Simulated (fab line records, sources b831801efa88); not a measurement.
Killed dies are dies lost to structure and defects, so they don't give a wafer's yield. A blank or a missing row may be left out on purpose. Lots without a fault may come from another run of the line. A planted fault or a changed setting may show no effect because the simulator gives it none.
Chamber matching | flow gf180mcu | GF_PASSIVATION_CVD_00 on pecvd-01: 3 sister chambers
The step deposits SiO2 from TEOS, target thk 1000 nm, time 111.95 s. 6 wafers are shown with their chamber, then 10 later ones without.

WAFERS WITH THEIR CHAMBER
wafer  | chamber | heater_power_w (W)
L084.1 | 1       | 670
L085.3 | 0       | 593
L085.4 | 2       | 565
L085.6 | 1       | 660
L091.1 | 0       | 685
L091.3 | 2       | 694

WAFERS WITHOUT THEIR CHAMBER
wafer  | heater_power_w (W)
L091.6 | 565
L092.3 | 637
L092.5 | 652
L092.6 | 679
L094.1 | 638
L094.3 | 608
L094.4 | 685
L097.3 | 653
L097.5 | 557
L097.6 | 704

WHICH CHAMBER EACH WENT THROUGH
wafer  | from the rows above          | in truth
L091.6 | can't be placed: 2 or 0 or 1 | 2
L092.3 | can't be placed: 0 or 2 or 1 | 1
L092.5 | can't be placed: 0 or 1 or 2 | 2
L092.6 | can't be placed: 1 or 0 or 2 | 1
L094.1 | can't be placed: 0 or 2 or 1 | 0
L094.3 | can't be placed: 2 or 0 or 1 | 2
L094.4 | can't be placed: 1 or 0 or 2 | 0
L097.3 | can't be placed: 1 or 0 or 2 | 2
L097.5 | can't be placed: 2 or 0 or 1 | 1
L097.6 | can't be placed: 1 or 0 or 2 | 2
Placed correctly: 0 of 10. Can't be placed from these rows: 10 (the true chamber is among the candidates in 10). Placed wrongly: 0.
How it was worked out, from the rows above alone: a wafer's distance from a chamber is the root of the sum, over the readings, of the square of ((its reading less the chamber's mean) divided by the reading's scatter). The wafer belongs to the nearest chamber; if the next one is less than 2 further off, it can't be placed. A chamber's mean is the mean of its shown wafers. The scatter: the root of (the sum of the squares of (reading less its chamber's mean) over the shown wafers, divided by (wafers less chambers)).
